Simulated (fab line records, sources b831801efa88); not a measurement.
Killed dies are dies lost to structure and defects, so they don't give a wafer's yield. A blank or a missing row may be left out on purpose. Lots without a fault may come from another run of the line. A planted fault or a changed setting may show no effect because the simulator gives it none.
fab line records | flow sky130
record lots=14 wafers=42 last_day=49
route steps=708 shown NWELL@76 VT_ADJUST_LVTN@115 VT_ADJUST_NCORE@123 PAD_OPEN@708
lots that met no fault: from a run of the same line without faults
start_h: hours from the record's first day to the start of the lot's first wafer shown | wait_h: hours since the lot's step before | " the same as in the row above | L1.1+2: a row that stands for several wafers | - no value, or no start given | * or withheld: withheld | < > ~ a bound
route shown NAME@n: a module of which the file shows steps, and the number in the route of the first | usual: mean/standard deviation of fault-free wafers | same: alike in all rows | chamber/n: place in a boat | sites: the reading at each site | _std_site: their standard deviation | _edge_site: outer sites' mean less inner sites' | radius_mm: how far each site lies from the wafer's centre | mask NAME#n: copy n | behind: the tool/chamber that last shaped the wafer | hold: why the lot was held/for how many hours/how that ended | device: the transistor (n, p or np) that didn't switch | end of line: the same wafers' tests at the end of the route | a step without rows: its recipe alone | killed: dies lost to structure and defects at the first sort, not the wafer's yield | map: a wafer's dies, x killed, . not, _ none there
set.NAME: the setting as run; set.NAME@STEP: as run at that earlier step | model.NAME: the simulator's own value behind a step, which no gauge read
steps of the route over a sample of lots; a table a step, a row a wafer
services: from which hour (start_h, from the record's first day; less than 0 if before it) a tool's chamber was out of use, for how many hours, and why
## steps
# step SKY_NWELL_OVL_MEAS_23
# usual NWELL_01_OVL=-1.0/1.3
# columns lot.wafer tool chamber start_h wait_h NWELL_01_OVL[nm]
L370.1 overlay-02 - 104.76 - -1.7
L370.4 " - " " -2.3
L370.6 " - " " -1.1
L372.1 overlay-01 - 114.14 - -0.3
L372.3 " - " " 0.3
L372.6 " - " " -0.1
L374.2 overlay-01 - 127.02 - 1.6
L374.3 " - " " 1.1
L374.4 " - " " 1.5
L375.2 overlay-01 - 132.12 - -0.8
L375.3 " - " " -1.2
L375.6 " - " " -1.3
L376.1 overlay-01 - 141.01 - -0.9
L376.2 " - " " -1.2
L376.5 " - " " -2.6
L377.3 overlay-02 - 144.92 - -1.6
L377.4 " - " " -2.3
L377.5 " - " " -0.2
L378.1 overlay-02 - 149.69 - -1.5
L378.3 " - " " -0.9
L378.4 " - " " 0.0
L379.2 overlay-01 - 157.32 - -2.6
L379.4 " - " " -2.2
L379.6 " - " " -2.2
L380.2 overlay-02 - 164.55 - 1.3
L380.3 " - " " 0.2
L380.5 " - " " 0.1
L381.2 overlay-02 - 170.57 - 1.1
L381.4 " - " " -0.6
L381.5 " - " " -0.9
L382.2 overlay-02 - 176.30 - -0.9
L382.3 " - " " 0.1
L382.6 " - " " -1.1
L383.1 overlay-02 - 186.39 - -1.1
L383.3 " - " " -1.5
L383.5 " - " " -1.6
L388.3 overlay-02 - 212.02 - -0.1
L388.4 " - " " -0.8
L388.6 " - " " 0.2
L390.1 overlay-01 - 223.86 - -0.6
L390.2 " - " " -1.4
L390.6 " - " " -2.0
# step SKY_VT_ADJUST_LVTN_OVL_MEAS_18
# usual VT_ADJUST_LVTN_01_OVL=0.7/1.5
# columns lot.wafer tool chamber start_h wait_h VT_ADJUST_LVTN_01_OVL[nm]
L370.1 overlay-02 - 162.81 0.1 -0.2
L370.4 " - " " 0.9
L370.6 " - " " 1.3
L372.1 overlay-02 - 173.90 0.1 0.8
L372.3 " - " " 0.7
L372.6 " - " " 1.7
L374.2 overlay-02 - 188.22 0.1 2.2
L374.3 " - " " 1.6
L374.4 " - " " 1.1
L375.2 overlay-02 - 194.42 0.1 -2.5
L375.3 " - " " -2.5
L375.6 " - " " -2.8
L376.1 overlay-02 - 203.51 0.1 0.1
L376.2 " - " " 1.3
L376.5 " - " " 2.0
L377.3 overlay-01 - 207.77 0.1 2.3
L377.4 " - " " 1.4
L377.5 " - " " 1.4
L378.1 overlay-02 - 212.65 0.1 -2.2
L378.3 " - " " -2.9
L378.4 " - " " -1.9
L379.2 overlay-01 - 221.92 0.1 0.6
L379.4 " - " " -1.4
L379.6 " - " " 0.1
L380.2 overlay-02 - 229.82 0.1 0.9
L380.3 " - " " -0.1
L380.5 " - " " -0.4
L381.2 overlay-02 - 236.30 0.1 -0.8
L381.4 " - " " 0.2
L381.5 " - " " -0.3
L382.2 overlay-01 - 242.37 0.1 -1.0
L382.3 " - " " 0.4
L382.6 " - " " 0.9
L383.1 overlay-01 - 254.05 0.1 2.1
L383.3 " - " " 1.6
L383.5 " - " " 0.3
L388.3 overlay-01 - 283.86 0.1 3.7
L388.4 " - " " 2.6
L388.6 " - " " 4.7
L390.1 overlay-02 - 296.26 0.1 0.8
L390.2 " - " " 1.0
L390.6 " - " " 1.8
# step SKY_VT_ADJUST_NCORE_EXPOSE_04
# recipe mask_id=LVTN_COMPLEMENT_THIN na=0.6 source_shape=conventional sigma_outer=0.6 polarization=unpolarized target_cd_nm=380 dose_mj=139
# columns lot.wafer tool chamber start_h wait_h mask
L370.1+4+6 iline_stepper-02 0 173.60 - LVTN_COMPLEMENT_THIN#0
L372.1+3+6 iline_stepper-01 0 184.57 - LVTN_COMPLEMENT_THIN#0
L374.2+3+4 iline_stepper-01 0 198.67 - LVTN_COMPLEMENT_THIN#0
L375.2+3+6 iline_stepper-02 0 205.65 - LVTN_COMPLEMENT_THIN#0
L376.1+2+5 iline_stepper-02 0 214.21 - LVTN_COMPLEMENT_THIN#0
L377.3+4+5 iline_stepper-01 0 218.97 - LVTN_COMPLEMENT_THIN#0
L378.1+3+4 iline_stepper-01 0 224.44 - LVTN_COMPLEMENT_THIN#0
L379.2+4+6 iline_stepper-02 0 233.30 - LVTN_COMPLEMENT_THIN#0
L380.2+3+5 iline_stepper-01 0 241.39 - LVTN_COMPLEMENT_THIN#0
L381.2+4+5 iline_stepper-01 0 248.81 - LVTN_COMPLEMENT_THIN#0
L382.2+3+6 iline_stepper-01 0 254.61 - LVTN_COMPLEMENT_THIN#0
L383.1+3+5 iline_stepper-02 0 266.48 - LVTN_COMPLEMENT_THIN#0
L388.3+4+6 iline_stepper-02 0 296.54 - LVTN_COMPLEMENT_THIN#0
L390.1+2+6 iline_stepper-02 0 308.32 - LVTN_COMPLEMENT_THIN#0
# step SKY_VT_ADJUST_NCORE_OVL_MEAS_08
# usual VT_ADJUST_NCORE_OVL=0.5/1.5
# columns lot.wafer tool chamber start_h wait_h VT_ADJUST_NCORE_OVL[nm]
L370.1 overlay-02 - 183.66 0.1 1.7
L370.4 " - " " 1.2
L370.6 " - " " 0.6
L372.1 overlay-01 - 194.67 0.1 -2.1
L372.3 " - " " -0.1
L372.6 " - " " 0.0
L374.2 overlay-01 - 209.02 0.1 0.0
L374.3 " - " " 0.6
L374.4 " - " " 1.3
L375.2 overlay-02 - 216.22 0.1 0.7
L375.3 " - " " -0.7
L375.6 " - " " -1.2
L376.1 overlay-02 - 225.81 0.1 -1.2
L376.2 " - " " -1.4
L376.5 " - " " -0.9
L377.3 overlay-02 - 230.53 0.1 -1.2
L377.4 " - " " -1.0
L377.5 " - " " 1.1
L378.1 overlay-01 - 235.13 0.1 3.5
L378.3 " - " " 3.5
L378.4 " - " " 2.4
L379.2 overlay-01 - 244.49 0.1 -2.3
L379.4 " - " " -1.2
L379.6 " - " " -1.1
L380.2 overlay-01 - 253.52 0.1 90.1
L380.3 " - " " 91.1
L380.5 " - " " 91.5
L381.2 overlay-01 - 260.52 0.1 90.7
L381.4 " - " " 90.9
L381.5 " - " " 91.4
L382.2 overlay-01 - 266.42 0.1 91.4
L382.3 " - " " 90.7
L382.6 " - " " 91.0
L383.1 overlay-02 - 278.73 0.1 2.1
L383.3 " - " " 1.8
L383.5 " - " " 1.2
L388.3 overlay-01 - 308.63 0.1 -0.5
L388.4 " - " " -1.2
L388.6 " - " " -1.0
L390.1 overlay-01 - 321.42 0.1 1.2
L390.2 " - " " 0.5
L390.6 " - " " 1.7
# step SKY_VT_ADJUST_NCORE_TW_MEAS_11
# usual VT_ADJUST_NCORE_TW=221.2/1.2
# columns lot.wafer tool chamber start_h wait_h VT_ADJUST_NCORE_TW
L370.1 film_metro-01 - 183.95 0.1 220.9
L370.4 " - " " 220.2
L370.6 " - " " 220.4
L372.1 film_metro-04 - 194.95 0.1 219.4
L372.3 " - " " 218.9
L372.6 " - " " 219.1
L374.2 film_metro-03 - 209.31 0.1 224.2
L374.3 " - " " 222.1
L374.4 " - " " 221.6
L375.2 film_metro-01 - 216.51 0.1 220.0
L375.3 " - " " 221.2
L375.6 " - " " 218.0
L376.1 film_metro-03 - 226.10 0.1 223.2
L376.2 " - " " 221.8
L376.5 " - " " 222.7
L377.3 film_metro-01 - 230.82 0.1 220.6
L377.4 " - " " 221.2
L377.5 " - " " 219.3
L378.1 film_metro-01 - 235.42 0.1 220.6
L378.3 " - " " 219.5
L378.4 " - " " 218.8
L379.2 film_metro-03 - 244.78 0.1 221.0
L379.4 " - " " 221.8
L379.6 " - " " 220.5
L380.2 film_metro-01 - 253.81 0.1 222.7
L380.3 " - " " 223.1
L380.5 " - " " 221.3
L381.2 film_metro-01 - 260.81 0.1 222.3
L381.4 " - " " 222.0
L381.5 " - " " 222.4
L382.2 film_metro-01 - 266.71 0.1 220.3
L382.3 " - " " 222.6
L382.6 " - " " 220.8
L383.1 film_metro-01 - 279.02 0.1 221.5
L383.3 " - " " 221.9
L383.5 " - " " 222.3
L388.3 film_metro-03 - 308.92 0.1 221.4
L388.4 " - " " 222.4
L388.6 " - " " 220.6
L390.1 film_metro-04 - 321.70 0.1 220.7
L390.2 " - " " 221.2
L390.6 " - " " 220.6
# step SKY_PAD_OPEN_PROBE_99
# usual killed_at_M0_to_M3=44/6.8 killed_at_M4_up=3.2/1.7 killed_at_contacts=24/4.9 killed_at_front_end=14/4.1 killed_at_other=0.2/0.51 killed_dies=85/8.7 killed_open=46/6.8 killed_short=39/6.1
# same gross_dies=492 killed_at_back_side=0
# columns lot.wafer tool chamber start_h wait_h killed_at_M0_to_M3 killed_at_M4_up killed_at_contacts killed_at_front_end killed_at_other killed_dies killed_open killed_short
L370.1 prober-02 - 1075.81 0.1 41 3 24 12 0 80 45 35
L370.4 prober-02 - 1075.96 0.2 47 4 30 7 0 88 48 40
L370.6 prober-02 - 1076.06 0.2 41 3 26 11 0 81 46 35
L372.1 prober-02 - 1081.83 0.1 39 2 23 12 0 76 42 34
L372.3 prober-02 - 1081.93 0.2 31 5 33 10 0 79 42 37
L372.6 prober-02 - 1082.08 0.2 47 2 23 17 0 89 45 44
L374.2 prober-02 - 1098.64 0.1 34 4 28 12 0 78 42 36
L374.3 prober-02 - 1098.69 0.2 40 2 24 18 0 84 39 45
L374.4 prober-02 - 1098.74 0.2 54 5 27 20 1 107 64 43
L375.2 prober-01 - 1104.54 0.1 62 4 23 8 1 98 60 38
L375.3 prober-01 - 1104.59 0.2 51 1 26 9 1 88 50 38
L375.6 prober-01 - 1104.74 0.2 43 3 19 13 0 78 36 42
L376.1 prober-02 - 1109.37 0.1 54 4 23 9 0 90 46 44
L376.2 prober-02 - 1109.42 0.1 43 3 27 27 0 100 56 44
L376.5 prober-02 - 1109.57 0.2 42 2 32 14 0 90 48 42
L377.3 prober-01 - 1115.62 0.2 47 4 19 18 0 88 46 42
L377.4 prober-01 - 1115.67 0.2 29 2 21 14 0 66 37 29
L377.5 prober-01 - 1115.72 0.2 50 3 18 10 0 81 55 26
L378.1 prober-02 - 1129.93 0.1 47 5 24 10 0 86 56 30
L378.3 prober-02 - 1130.03 0.2 45 3 21 14 2 85 37 48
L378.4 prober-02 - 1130.08 0.2 46 4 15 15 0 80 47 33
L379.2 prober-01 - 1131.59 0.1 39 3 27 13 0 82 43 39
L379.4 prober-01 - 1131.69 0.2 29 2 19 12 0 62 38 24
L379.6 prober-01 - 1131.79 0.2 39 3 23 9 0 74 38 36
L380.2 prober-02 - 1137.76 0.1 41 7 20 8 0 76 42 34
L380.3 prober-02 - 1137.81 0.2 50 2 19 12 0 83 53 30
L380.5 prober-02 - 1137.91 0.2 43 2 33 15 0 93 54 39
L381.2 prober-01 - 1142.62 0.1 50 2 22 10 1 85 47 38
L381.4 prober-01 - 1142.72 0.2 46 4 25 13 0 88 47 41
L381.5 prober-01 - 1142.77 0.2 42 2 24 12 0 80 41 39
L382.2 prober-02 - 1144.71 0.1 51 6 28 9 1 95 54 41
L382.3 prober-02 - 1144.76 0.2 40 2 22 17 0 81 44 37
L382.6 prober-02 - 1144.91 0.2 41 4 20 14 1 80 53 27
L383.1 prober-01 - 1160.15 0.1 37 2 27 10 0 76 47 29
L383.3 prober-01 - 1160.25 0.2 33 4 26 11 1 75 36 39
L383.5 prober-01 - 1160.35 0.2 36 2 31 7 0 76 46 30
L388.3 prober-02 - 1174.41 0.2 38 1 19 10 0 68 44 24
L388.4 prober-02 - 1174.46 0.2 37 2 23 25 0 87 48 39
L388.6 prober-02 - 1174.56 0.2 44 3 27 15 0 89 48 41
L390.1 prober-01 - 1181.02 0.1 44 5 37 10 0 96 59 37
L390.2 prober-01 - 1181.07 0.1 32 4 38 17 0 91 52 39
L390.6 prober-01 - 1181.27 0.2 49 5 21 14 0 89 50 39
# killed by level:class
L370.1 CONTACT:geometric_particle:open=11 VIA1:geometric_particle:open=10 VIA1:geometric_particle:short=7 VIA3:geometric_particle:open=6 POLY_GATE:geometric_particle:open=5 LOCAL_INTERCONNECT:geometric_particle:short=4 CONTACT:geometric_particle:short=4 METAL2:geometric_particle:short=4
L370.4 VIA1:geometric_particle:open=10 VIA2:geometric_particle:open=9 LI_CONTACT:geometric_particle:open=8 CONTACT:geometric_particle:open=7 METAL2:geometric_particle:short=6 LI_CONTACT:geometric_particle:short=5 CONTACT:geometric_particle:short=5 VIA3:geometric_particle:short=5
L370.6 CONTACT:geometric_particle:open=13 VIA1:geometric_particle:open=12 VIA3:geometric_particle:open=8 VIA2:geometric_particle:short=7 POLY_GATE:geometric_particle:open=6 LOCAL_INTERCONNECT:geometric_particle:short=6 LI_CONTACT:geometric_particle:open=5 VIA1:geometric_particle:short=4
L372.1 VIA2:geometric_particle:open=9 CONTACT:geometric_particle:open=7 VIA1:geometric_particle:open=7 LOCAL_INTERCONNECT:geometric_particle:short=6 VIA2:geometric_particle:short=6 VIA3:geometric_particle:open=5 LI_CONTACT:geometric_particle:open=5 FIELD_ISO:geometric_particle:short=4
L372.3 CONTACT:geometric_particle:open=14 VIA1:geometric_particle:open=10 CONTACT:geometric_particle:short=7 LOCAL_INTERCONNECT:geometric_particle:short=5 METAL2:geometric_particle:short=5 FIELD_ISO:geometric_particle:open=4 LI_CONTACT:geometric_particle:open=4 METAL1:geometric_particle:short=3
L372.6 VIA2:geometric_particle:open=10 METAL3:geometric_particle:short=7 VIA1:geometric_particle:open=6 CONTACT:geometric_particle:open=6 METAL1:geometric_particle:short=6 VIA3:geometric_particle:open=6 CONTACT:geometric_particle:short=5 FIELD_ISO:geometric_particle:open=4
L374.2 LI_CONTACT:geometric_particle:open=12 VIA1:geometric_particle:open=6 LOCAL_INTERCONNECT:geometric_particle:short=5 CONTACT:geometric_particle:open=5 VIA2:geometric_particle:short=5 VIA2:geometric_particle:open=5 FIELD_ISO:geometric_particle:short=4 VIA1:geometric_particle:short=4
L374.3 CONTACT:geometric_particle:open=9 FIELD_ISO:geometric_particle:open=5 LI_CONTACT:geometric_particle:open=5 CONTACT:geometric_particle:short=5 METAL1:geometric_particle:short=5 VIA1:geometric_particle:short=5 VIA1:geometric_particle:open=5 METAL2:geometric_particle:short=5
L374.4 VIA3:geometric_particle:open=11 CONTACT:geometric_particle:open=11 VIA1:geometric_particle:open=10 VIA2:geometric_particle:open=9 VIA1:geometric_particle:short=8 FIELD_ISO:geometric_particle:open=7 LI_CONTACT:geometric_particle:open=7 METAL2:geometric_particle:short=7
L375.2 VIA1:geometric_particle:open=14 VIA3:geometric_particle:open=11 LI_CONTACT:geometric_particle:open=9 VIA2:geometric_particle:open=9 METAL1:geometric_particle:short=8 CONTACT:geometric_particle:open=7 VIA3:geometric_particle:short=5 FIELD_ISO:geometric_particle:short=3
L375.3 VIA1:geometric_particle:open=16 CONTACT:geometric_particle:open=10 METAL1:geometric_particle:short=7 CONTACT:geometric_particle:short=6 METAL2:geometric_particle:short=6 VIA3:geometric_particle:open=6 LI_CONTACT:geometric_particle:short=5 VIA2:geometric_particle:short=4
L375.6 METAL1:geometric_particle:short=6 VIA3:geometric_particle:short=5 LI_CONTACT:geometric_particle:short=5 LI_CONTACT:geometric_particle:open=5 CONTACT:geometric_particle:open=5 VIA1:geometric_particle:short=5 VIA3:geometric_particle:open=5 METAL2:geometric_particle:short=5
L376.1 METAL1:geometric_particle:short=8 VIA3:geometric_particle:open=8 CONTACT:geometric_particle:open=8 METAL2:geometric_particle:short=8 LI_CONTACT:geometric_particle:open=7 VIA1:geometric_particle:short=6 VIA1:geometric_particle:open=6 METAL1:geometric_particle:open=4
L376.2 VIA1:geometric_particle:open=19 CONTACT:geometric_particle:open=8 LOCAL_INTERCONNECT:geometric_particle:short=7 FIELD_ISO:geometric_particle:open=6 SPACER:geometric_particle:short=6 LI_CONTACT:geometric_particle:open=6 FIELD_ISO:geometric_particle:short=5 VIA2:geometric_particle:open=5
L376.5 CONTACT:geometric_particle:open=19 VIA1:geometric_particle:open=10 METAL2:geometric_particle:short=7 VIA1:geometric_particle:short=5 VIA3:geometric_particle:open=5 POLY_GATE:geometric_particle:short=4 LI_CONTACT:geometric_particle:short=4 CONTACT:geometric_particle:short=4
L377.3 METAL1:geometric_particle:short=9 CONTACT:geometric_particle:open=7 METAL2:geometric_particle:short=6 VIA1:geometric_particle:open=6 VIA2:geometric_particle:open=6 VIA3:geometric_particle:open=6 LI_CONTACT:geometric_particle:open=5 FIELD_ISO:geometric_particle:open=4
L377.4 CONTACT:geometric_particle:open=8 METAL1:geometric_particle:short=6 LOCAL_INTERCONNECT:geometric_particle:short=5 VIA3:geometric_particle:open=5 FIELD_ISO:geometric_particle:open=4 LI_CONTACT:geometric_particle:open=4 VIA1:geometric_particle:short=4 VIA1:geometric_particle:open=4
L377.5 VIA1:geometric_particle:open=12 VIA3:geometric_particle:open=10 VIA2:geometric_particle:open=8 CONTACT:geometric_particle:open=8 LOCAL_INTERCONNECT:geometric_particle:short=5 POLY_GATE:geometric_particle:open=4 METAL2:geometric_particle:short=4 LI_CONTACT:geometric_particle:open=3
L378.1 CONTACT:geometric_particle:open=14 VIA1:geometric_particle:open=10 VIA2:geometric_particle:open=10 VIA1:geometric_particle:short=7 VIA3:geometric_particle:open=5 FIELD_ISO:geometric_particle:short=4 LI_CONTACT:geometric_particle:open=4 METAL2:geometric_particle:short=4
L378.3 VIA1:geometric_particle:open=11 FIELD_ISO:geometric_particle:short=7 CONTACT:geometric_particle:short=7 LI_CONTACT:geometric_particle:open=6 CONTACT:geometric_particle:open=6 METAL2:geometric_particle:short=6 METAL3:geometric_particle:short=6 VIA3:geometric_particle:open=6
L378.4 VIA1:geometric_particle:open=16 POLY_GATE:geometric_particle:short=6 CONTACT:geometric_particle:open=6 VIA2:geometric_particle:open=6 VIA3:geometric_particle:open=5 VIA1:geometric_particle:short=5 FIELD_ISO:geometric_particle:open=4 VIA2:geometric_particle:short=4
L379.2 CONTACT:geometric_particle:open=10 VIA2:geometric_particle:open=8 VIA1:geometric_particle:open=6 FIELD_ISO:geometric_particle:open=5 VIA3:geometric_particle:open=5 LOCAL_INTERCONNECT:geometric_particle:short=5 CONTACT:geometric_particle:short=5 LI_CONTACT:geometric_particle:open=4
L379.4 VIA3:geometric_particle:open=8 METAL2:geometric_particle:short=6 LI_CONTACT:geometric_particle:open=5 CONTACT:geometric_particle:open=5 VIA2:geometric_particle:open=4 POLY_GATE:geometric_particle:open=3 LI_CONTACT:geometric_particle:short=3 VIA1:geometric_particle:open=3
L379.6 VIA1:geometric_particle:open=11 CONTACT:geometric_particle:open=9 METAL2:geometric_particle:short=6 LI_CONTACT:geometric_particle:open=5 VIA1:geometric_particle:short=5 POLY_GATE:geometric_particle:open=4 LI_CONTACT:geometric_particle:short=4 CONTACT:geometric_particle:short=4
L380.2 CONTACT:geometric_particle:open=8 VIA1:geometric_particle:open=8 METAL2:geometric_particle:short=7 FIELD_ISO:geometric_particle:open=6 METAL1:geometric_particle:short=6 VIA3:geometric_particle:open=6 METAL4:geometric_particle:short=5 METAL3:geometric_particle:short=5
L380.3 VIA2:geometric_particle:open=13 LI_CONTACT:geometric_particle:open=11 VIA1:geometric_particle:open=11 FIELD_ISO:geometric_particle:open=6 METAL2:geometric_particle:short=6 VIA3:geometric_particle:open=6 VIA1:geometric_particle:short=5 METAL1:geometric_particle:short=4
L380.5 VIA1:geometric_particle:open=13 CONTACT:geometric_particle:open=12 LI_CONTACT:geometric_particle:open=9 CONTACT:geometric_particle:short=7 POLY_GATE:geometric_particle:open=6 METAL1:geometric_particle:short=6 VIA2:geometric_particle:short=5 METAL2:geometric_particle:short=5
L381.2 VIA1:geometric_particle:open=15 CONTACT:geometric_particle:open=8 VIA3:geometric_particle:open=8 VIA1:geometric_particle:short=7 FIELD_ISO:geometric_particle:open=6 LI_CONTACT:geometric_particle:open=5 CONTACT:geometric_particle:short=4 METAL2:geometric_particle:short=4
L381.4 CONTACT:geometric_particle:open=10 VIA1:geometric_particle:short=9 LI_CONTACT:geometric_particle:open=7 VIA1:geometric_particle:open=7 VIA2:geometric_particle:open=7 LOCAL_INTERCONNECT:geometric_particle:short=6 VIA3:geometric_particle:open=5 FIELD_ISO:geometric_particle:short=4
L381.5 CONTACT:geometric_particle:open=8 VIA1:geometric_particle:open=8 VIA1:geometric_particle:short=7 LOCAL_INTERCONNECT:geometric_particle:short=6 VIA2:geometric_particle:open=6 FIELD_ISO:geometric_particle:open=5 LI_CONTACT:geometric_particle:open=4 CONTACT:geometric_particle:short=4
L382.2 VIA1:geometric_particle:open=19 LI_CONTACT:geometric_particle:open=8 CONTACT:geometric_particle:open=8 METAL1:geometric_particle:short=6 VIA2:geometric_particle:open=6 METAL2:geometric_particle:short=5 LOCAL_INTERCONNECT:geometric_particle:short=4 CONTACT:geometric_particle:short=4
L382.3 VIA1:geometric_particle:open=11 CONTACT:geometric_particle:open=9 FIELD_ISO:geometric_particle:short=6 METAL2:geometric_particle:short=6 VIA1:geometric_particle:short=5 VIA2:geometric_particle:open=5 FIELD_ISO:geometric_particle:open=4 CONTACT:geometric_particle:short=4
L382.6 VIA3:geometric_particle:open=12 CONTACT:geometric_particle:open=10 VIA1:geometric_particle:open=7 LI_CONTACT:geometric_particle:open=5 VIA2:geometric_particle:open=5 METAL1:geometric_particle:short=4 METAL2:geometric_particle:short=4 POLY_GATE:geometric_particle:open=3
L383.1 VIA1:geometric_particle:open=13 LI_CONTACT:geometric_particle:open=8 CONTACT:geometric_particle:open=8 CONTACT:geometric_particle:short=6 POLY_GATE:geometric_particle:open=5 METAL2:geometric_particle:short=5 VIA2:geometric_particle:open=4 METAL3:geometric_particle:short=3
L383.3 CONTACT:geometric_particle:open=10 CONTACT:geometric_particle:short=6 LI_CONTACT:geometric_particle:open=5 VIA1:geometric_particle:open=5 VIA2:geometric_particle:short=5 VIA2:geometric_particle:open=5 VIA1:geometric_particle:short=4 METAL3:geometric_particle:short=4
L383.5 CONTACT:geometric_particle:open=14 LI_CONTACT:geometric_particle:open=9 METAL2:geometric_particle:short=6 METAL2:geometric_particle:open=6 VIA1:geometric_particle:short=5 VIA1:geometric_particle:open=5 VIA3:geometric_particle:open=4 LI_CONTACT:geometric_particle:short=3
L388.3 CONTACT:geometric_particle:open=11 VIA1:geometric_particle:open=11 FIELD_ISO:geometric_particle:open=5 VIA2:geometric_particle:open=5 CONTACT:geometric_particle:short=5 METAL2:geometric_particle:short=4 METAL3:geometric_particle:short=4 POLY_GATE:geometric_particle:open=3
L388.4 POLY_GATE:geometric_particle:open=10 VIA1:geometric_particle:open=9 METAL1:geometric_particle:short=8 CONTACT:geometric_particle:open=6 VIA2:geometric_particle:open=6 LI_CONTACT:geometric_particle:open=5 METAL2:geometric_particle:short=5 FIELD_ISO:geometric_particle:short=4
L388.6 VIA1:geometric_particle:open=13 CONTACT:geometric_particle:open=10 LI_CONTACT:geometric_particle:open=8 LOCAL_INTERCONNECT:geometric_particle:short=6 METAL1:geometric_particle:short=6 METAL2:geometric_particle:short=6 FIELD_ISO:geometric_particle:short=5 POLY_GATE:geometric_particle:short=5
L390.1 LI_CONTACT:geometric_particle:open=14 CONTACT:geometric_particle:open=14 VIA2:geometric_particle:open=9 VIA1:geometric_particle:open=8 METAL2:geometric_particle:short=6 VIA3:geometric_particle:open=5 FIELD_ISO:geometric_particle:short=4 VIA1:geometric_particle:short=4
L390.2 LI_CONTACT:geometric_particle:open=12 CONTACT:geometric_particle:open=12 VIA1:geometric_particle:open=9 METAL2:geometric_particle:short=7 CONTACT:geometric_particle:short=7 FIELD_ISO:geometric_particle:open=6 LI_CONTACT:geometric_particle:short=6 POLY_GATE:geometric_particle:open=5
L390.6 VIA1:geometric_particle:open=15 CONTACT:geometric_particle:open=11 VIA3:geometric_particle:open=9 METAL2:geometric_particle:short=7 VIA3:geometric_particle:short=6 VIA1:geometric_particle:short=5 FIELD_ISO:geometric_particle:open=4 POLY_GATE:geometric_particle:open=3
## services
# columns tool chamber start_h hours kind
iline_stepper-01 - 171.76 1.7 pm
iline_stepper-02 - 274.92 1.7 pm
iline_stepper-01 - 293.63 4.4 pm
iline_stepper-01 - 299.02 2.1 repair
## key
first_sign step=SKY_VT_ADJUST_NCORE_OVL_MEAS_08 reading=VT_ADJUST_NCORE_OVL direction=up sigmas=60 usual=0.5 struck=91.0
effect none on later readings
met_at SKY_VT_ADJUST_NCORE_EXPOSE_04
struck_lots L380,L381,L382
tester_left_out L380,L381,L382
not_acting_at SKY_NWELL_OVL_MEAS_23,SKY_VT_ADJUST_LVTN_OVL_MEAS_18,SKY_VT_ADJUST_NCORE_TW_MEAS_11
onset_between 224.44 241.39
fault kind=scanner_matching_overlay tool=iline_stepper-01 chamber=- onset_h=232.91 steps=SKY_VT_ADJUST_NCORE_EXPOSE_04 offset=89.415
# tester_left_out: of these lots the tester's yield and bins aren't shown, on N5 and GAA mostly nor the transistor test; their killed dies are dies lost to structure and defects alone, not to doping, threshold or leakage, so they don't give the yield
